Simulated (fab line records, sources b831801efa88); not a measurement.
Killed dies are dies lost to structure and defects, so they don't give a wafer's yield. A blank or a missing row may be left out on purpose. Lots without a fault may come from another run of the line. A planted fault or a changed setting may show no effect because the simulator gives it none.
Which tool did it? | flow gf180mcu | 13 lots, 39 wafers sampled, at 5 steps of a route of 602

WHAT THE GAUGES READ, wafer by wafer
GF_M2_CD_MEAS_14: target cd 280 nm.
lot  | measured     | on        | cd_nm (nm)
L296 | day 19 04:46 | cd_sem-01 | 282.2 281.9 282.0
L297 | day 19 10:56 | cd_sem-01 | 278.8 279.8 279.3
L298 | day 19 18:04 | cd_sem-01 | 280.0 279.4 280.0
L301 | day 21 04:24 | cd_sem-01 | 227.4 280.4 199.5
L308 | day 23 15:37 | cd_sem-02 | 276.6 278.1 278.3
L309 | day 23 23:28 | cd_sem-02 | 278.3 279.7 279.3
L312 | day 24 20:07 | cd_sem-01 | 281.0 281.0 280.0
L313 | day 25 15:52 | cd_sem-01 | 280.3 281.4 281.4
L314 | day 25 22:40 | cd_sem-01 | 281.6 281.3 280.5
L315 | day 26 12:46 | cd_sem-02 | 278.8 278.9 279.2
L316 | day 26 13:31 | cd_sem-01 | 280.8 281.1 280.2
L318 | day 27 04:55 | cd_sem-02 | 279.3 280.2 280.1
L319 | day 27 07:17 | cd_sem-02 | 282.1 282.7 281.1

GF_V2_THK_MEAS_03.
lot  | measured     | on            | V2_CVD_02_THK (nm)
L296 | day 19 05:46 | film_metro-03 | 842 854 869
L297 | day 19 11:56 | film_metro-01 | 851 858 867
L298 | day 19 19:04 | film_metro-03 | 835 834 858
L301 | day 21 05:24 | film_metro-03 | 854
L308 | day 23 16:37 | film_metro-01 | 851 861 862
L309 | day 24 00:29 | film_metro-01 | 844 862 862
L312 | day 24 21:07 | film_metro-04 | 838 836 850
L313 | day 25 16:54 | film_metro-04 | 848 841 855
L314 | day 25 23:42 | film_metro-04 | 862 853 876
L315 | day 26 13:46 | film_metro-01 | 846 868 866
L316 | day 26 14:31 | film_metro-04 | 847 868 857
L318 | day 27 05:56 | film_metro-04 | 841 840 850
L319 | day 27 08:19 | film_metro-04 | 856 876 862

WHICH TOOL RAN EACH LOT (tool, then ch and the chambers of the sampled wafers, then the start)
lot  | GF_V1_ETCH_16                      | GF_V1_STRIP_18                       | GF_M2_EXPOSE_11
L296 | rie_diel-04 ch 0,1, day 18 03:31   | plasma_asher-04 ch 0,1, day 18 03:39 | krf_scanner-02 ch 0, day 18 17:01
L297 | rie_diel-03 ch 1,2,3, day 18 09:43 | plasma_asher-02 ch 0,1, day 18 09:51 | krf_scanner-01 ch 0, day 18 22:37
L298 | rie_diel-01 ch 1,2,3, day 18 15:49 | plasma_asher-03 ch 0,1, day 18 15:57 | krf_scanner-02 ch 0, day 19 05:29
L301 | rie_diel-04 ch 0,1,2, day 20 02:37 | plasma_asher-02 ch 0,1, day 20 02:47 | krf_scanner-02 ch 0, day 20 16:22
L308 | rie_diel-03 ch 0,1,3, day 22 15:19 | plasma_asher-02 ch 0,1, day 22 15:26 | krf_scanner-01 ch 0, day 23 04:02
L309 | rie_diel-03 ch 1,3, day 22 23:37   | plasma_asher-03 ch 0,1, day 22 23:45 | krf_scanner-01 ch 0, day 23 12:46
L312 | rie_diel-04 ch 0,1,3, day 23 20:34 | plasma_asher-04 ch 0,1, day 23 20:42 | krf_scanner-02 ch 0, day 24 09:11
L313 | rie_diel-01 ch 1,2, day 24 16:40   | plasma_asher-02 ch 0,1, day 24 16:47 | krf_scanner-02 ch 0, day 25 04:40
L314 | rie_diel-04 ch 1,3, day 24 23:52   | plasma_asher-03 ch 0,1, day 25 00:00 | krf_scanner-02 ch 0, day 25 12:34
L315 | rie_diel-01 ch 0, day 25 13:56     | plasma_asher-03 ch 0,1, day 25 14:08 | krf_scanner-01 ch 0, day 26 01:53
L316 | rie_diel-04 ch 0,1,2, day 25 14:43 | plasma_asher-02 ch 0,1, day 25 14:51 | krf_scanner-01 ch 0, day 26 02:22
L318 | rie_diel-03 ch 0,2,3, day 26 06:31 | plasma_asher-03 ch 0,1, day 26 06:39 | krf_scanner-02 ch 0, day 26 18:59
L319 | rie_diel-04 ch 0,2,3, day 26 09:25 | plasma_asher-04 ch 0,1, day 26 09:33 | krf_scanner-02 ch 0, day 26 21:26
- GF_V1_ETCH_16: etches BARC in N2/H2.
- GF_V1_STRIP_18: strips in O2/N2.
- GF_M2_EXPOSE_11: exposes mask Metal2, target cd 280 nm.

WHAT THE TOOLS THEMSELVES READ (means of the sampled wafers that have a number; where no wafer has one, the mark that the record gives instead)
GF_V1_ETCH_16.
lot  | tool        | drypump_motor_current_A (A) | n2_flow_sccm (sccm) | oes_product_au (a.u.) | throttle_valve_pct (%)
L296 | rie_diel-04 | 5.9                         | 100.0               | 0.862                 | 13.218
L297 | rie_diel-03 | 6.2                         | 100.2               | 0.859                 | 13.229
L298 | rie_diel-01 | 6.0                         | 100.2               | 0.850                 | 13.222
L301 | rie_diel-04 | 6.0                         | 99.8                | 0.853                 | 13.229
L308 | rie_diel-03 | 6.1                         | 100.0               | 0.857                 | 13.222
L309 | rie_diel-03 | 5.9                         | 99.7                | 0.858                 | 13.229
L312 | rie_diel-04 | 6.0                         | 99.8                | 0.852                 | 13.217
L313 | rie_diel-01 | 5.8                         | 100.1               | 0.855                 | 13.214
L314 | rie_diel-04 | 5.7                         | 100.1               | 0.855                 | 13.218
L315 | rie_diel-01 | 5.7                         | 99.7                | 0.854                 | 13.224
L316 | rie_diel-04 | 5.9                         | 99.9                | 0.851                 | 13.217
L318 | rie_diel-03 | 6.3                         | 99.9                | 0.853                 | 13.215
L319 | rie_diel-04 | 6.1                         | 100.0               | 0.856                 | 13.224

GF_V1_STRIP_18.
lot  | tool            | drypump_motor_current_A (A) | heater_power_w (W) | n2_flow_sccm (sccm) | oes_product_au (a.u.)
L296 | plasma_asher-04 | 6.3                         | 335                | 299.7               | 0.595
L297 | plasma_asher-02 | 5.6                         | 381                | 300.0               | 0.593
L298 | plasma_asher-03 | 5.7                         | 337                | 300.4               | 0.597
L301 | plasma_asher-02 | 5.3                         | 359                | 300.0               | 0.603
L308 | plasma_asher-02 | 5.6                         | 380                | 299.5               | 0.598
L309 | plasma_asher-03 | 5.7                         | 328                | 299.2               | 0.597
L312 | plasma_asher-04 | 6.3                         | 335                | 300.3               | 0.591
L313 | plasma_asher-02 | 5.6                         | 386                | 300.0               | 0.592
L314 | plasma_asher-03 | 5.7                         | 325                | 300.2               | 0.588
L315 | plasma_asher-03 | 5.7                         | 334                | 299.8               | 0.592
L316 | plasma_asher-02 | 5.3                         | 361                | 299.5               | 0.592
L318 | plasma_asher-03 | 5.7                         | 334                | 299.1               | 0.589
L319 | plasma_asher-04 | 6.2                         | 327                | 299.6               | 0.593

GF_M2_EXPOSE_11.
lot  | tool           | exposure_dose_mJ_cm2
L296 | krf_scanner-02 | 27.94
L297 | krf_scanner-01 | 27.95
L298 | krf_scanner-02 | 27.95
L301 | krf_scanner-02 | 25.22
L308 | krf_scanner-01 | 27.96
L309 | krf_scanner-01 | 27.92
L312 | krf_scanner-02 | 27.91
L313 | krf_scanner-02 | 27.94
L314 | krf_scanner-02 | 27.95
L315 | krf_scanner-01 | 27.99
L316 | krf_scanner-01 | 27.92
L318 | krf_scanner-02 | 27.92
L319 | krf_scanner-02 | 27.88

THE ANSWER, worked out from the rows above alone
Rule: what is usual is taken from the lots themselves. Put in order of their means at a reading, lots are off if they are a third of the lots or fewer, leave a main group of 4 or more, and stand apart from it by a gap of 3 or more times the standard deviation of the main group's means; of several such gaps the widest counts. A main group whose means are all the same, to the digits that the tables above print for the reading, isn't used. A lot without any number at a reading at which 4 lots or more have one is off too. The other lots that the step has rows for count as sound. The gauges are gone through in route order, then the tools' own readings, and for those a lot's mean is taken as printed above. The first step at which some lot is off is used, and at that step the reading that is off furthest; a lot without a number counts as furthest.
Off: L301, at GF_M2_CD_MEAS_14 (cd_nm). The main group: mean 280.2 nm, standard deviation 1.2.
A tool fits if, at a process step before that reading, it ran every lot that is off, and no sound lot after the first of them. The gauges at GF_M2_CD_MEAS_14 aren't tried: what is off there is off at GF_M2_EXPOSE_11 too, on other tools, and a gauge's error can't cause that. None of those tried fits.

WHAT THE SIMULATOR HAD PUT IN
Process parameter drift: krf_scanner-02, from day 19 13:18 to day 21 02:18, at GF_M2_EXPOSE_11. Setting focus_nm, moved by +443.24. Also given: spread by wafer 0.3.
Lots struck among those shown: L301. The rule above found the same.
